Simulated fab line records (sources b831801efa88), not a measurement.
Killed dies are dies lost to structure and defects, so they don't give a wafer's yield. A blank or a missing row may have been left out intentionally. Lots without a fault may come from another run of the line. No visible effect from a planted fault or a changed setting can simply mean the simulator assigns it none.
Matching of chambers -- flow sky130 -- SKY_VIA2_CMP_02 on cmp-02 has 4 sister chambers
The step polishes SiO2. 36 wafers are shown with their chamber, then 12 later ones without.

## WAFERS PAIRED WITH THEIR CHAMBERS
wafer,chamber,motor current A (A)
L075.1,2,13.8
L075.4,0,10.2
L075.6,2,13.7
L078.1,2,13.5
L078.3,1,13.4
L078.6,0,10.3
L077.1,0,11.0
L077.4,2,13.7
L077.5,2,13.4
L082.2,3,10.5
L082.5,1,13.9
L082.6,0,10.6
L084.1,2,13.8
L084.5,0,10.5
L084.6,1,13.3
L083.1,1,13.4
L083.2,2,13.8
L083.4,3,10.7
L085.3,2,14.1
L085.5,1,12.1
L085.6,2,13.7
L086.1,1,13.8
L086.2,2,13.8
L086.4,0,10.3
L087.2,2,14.0
L087.3,0,9.9
L087.5,0,10.5
L088.1,0,10.2
L088.2,1,12.8
L088.4,2,14.3
L089.2,2,13.4
L089.5,1,12.8
L089.6,2,14.0
L091.3,0,10.2
L091.4,1,12.8
L091.5,2,13.4

SIGNATURES (means of the wafers above)
reading,chamber 0,chamber 1,chamber 2,chamber 3,scatter within a chamber
motor current A,10.370,13.144,13.760,10.600,0.372
Rule: distance of a wafer from a chamber = root of the sum over the readings of ((wafer's reading minus chamber's mean) / reading's scatter) squared. The wafer belongs to the nearest chamber; if the next one is less than 2 further off, it can't be placed. The scatter is the square root of a quotient: the sum, over the shown wafers, of each reading's squared deviation from its chamber's mean, divided by wafers minus chambers.

## WAFERS WITHOUT THEIR CHAMBER
wafer,motor current A (A)
L093.1,10.4
L093.2,10.3
L093.6,10.4
L094.1,10.3
L094.3,14.4
L094.6,13.4
L095.1,10.1
L095.3,12.4
L095.5,12.8
L096.3,13.9
L096.5,13.5
L096.6,10.7

## CHAMBER TAKEN BY EACH
wafer,from the rows above,in truth
L093.1,can't be placed: 0 or 3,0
L093.2,can't be placed: 0 or 3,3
L093.6,can't be placed: 0 or 3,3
L094.1,can't be placed: 0 or 3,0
L094.3,can't be placed: 2 or 1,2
L094.6,can't be placed: 1 or 2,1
L095.1,can't be placed: 0 or 3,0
L095.3,can't be placed: 1 or 2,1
L095.5,can't be placed: 1 or 2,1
L096.3,can't be placed: 2 or 1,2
L096.5,can't be placed: 2 or 1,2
L096.6,can't be placed: 3 or 0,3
Correct placement for 0 of the 12. These rows do not allow placing 12 (true chamber among the candidates in 12). 0 placed wrongly.
